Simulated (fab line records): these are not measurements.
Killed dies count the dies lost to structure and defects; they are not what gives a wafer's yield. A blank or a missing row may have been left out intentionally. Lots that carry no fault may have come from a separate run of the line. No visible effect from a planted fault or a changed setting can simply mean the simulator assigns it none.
Chamber matching / flow sky130 / SKY_CONTACT_CMP_04 on cmp-02 has 4 sister chambers
The step polishes SiO2. 4 wafers are shown with their chamber, then 11 later ones without.

== WAFERS, EACH WITH ITS CHAMBER ==
wafer=L088.1; chamber=1; motor-current-A (A)=11.8
wafer=L090.3; chamber=0; motor-current-A (A)=11.4
wafer=L090.6; chamber=3; motor-current-A (A)=12.6
wafer=L092.2; chamber=2; motor-current-A (A)=13.6

== WAFERS WHOSE CHAMBER IS MISSING ==
wafer=L092.5; motor-current-A (A)=12.1
wafer=L092.6; motor-current-A (A)=12.9
wafer=L094.1; motor-current-A (A)=11.6
wafer=L094.4; motor-current-A (A)=12.9
wafer=L094.5; motor-current-A (A)=14.8
wafer=L095.1; motor-current-A (A)=10.8
wafer=L095.5; motor-current-A (A)=13.3
wafer=L095.6; motor-current-A (A)=11.4
wafer=L096.2; motor-current-A (A)=11.7
wafer=L096.4; motor-current-A (A)=11.8
wafer=L096.5; motor-current-A (A)=11.8

== THE CHAMBER EACH PASSED THROUGH ==
wafer=L092.5; from the rows above=can't be placed: 1 or 3 or 0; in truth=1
wafer=L092.6; from the rows above=can't be placed: 3 or 2 or 1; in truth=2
wafer=L094.1; from the rows above=can't be placed: 0 or 1 or 3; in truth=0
wafer=L094.4; from the rows above=can't be placed: 3 or 2 or 1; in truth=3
wafer=L094.5; from the rows above=2; in truth=2
wafer=L095.1; from the rows above=can't be placed: 0 or 1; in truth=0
wafer=L095.5; from the rows above=can't be placed: 2 or 3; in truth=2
wafer=L095.6; from the rows above=can't be placed: 0 or 1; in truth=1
wafer=L096.2; from the rows above=can't be placed: 1 or 0 or 3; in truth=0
wafer=L096.4; from the rows above=can't be placed: 1 or 0 or 3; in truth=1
wafer=L096.5; from the rows above=can't be placed: 1 or 0 or 3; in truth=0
Placed correctly: 1 of 11. Not placeable from these rows: 10 (in 10, the candidates include the true chamber). 0 placed wrongly.
How it was worked out, from the rows above alone: a wafer's distance from a chamber is the root of the sum, over the readings, of the square of ((its reading less the chamber's mean) divided by the reading's scatter). If the next closest chamber is less than 2 further off than the closest, the wafer can't be placed; otherwise it belongs to the closest. Each chamber's mean is taken over the wafers shown for it. The scatter (one wafer shown for each chamber): square how far every hidden wafer sits from the nearest shown wafer, average those squares and take the square root.
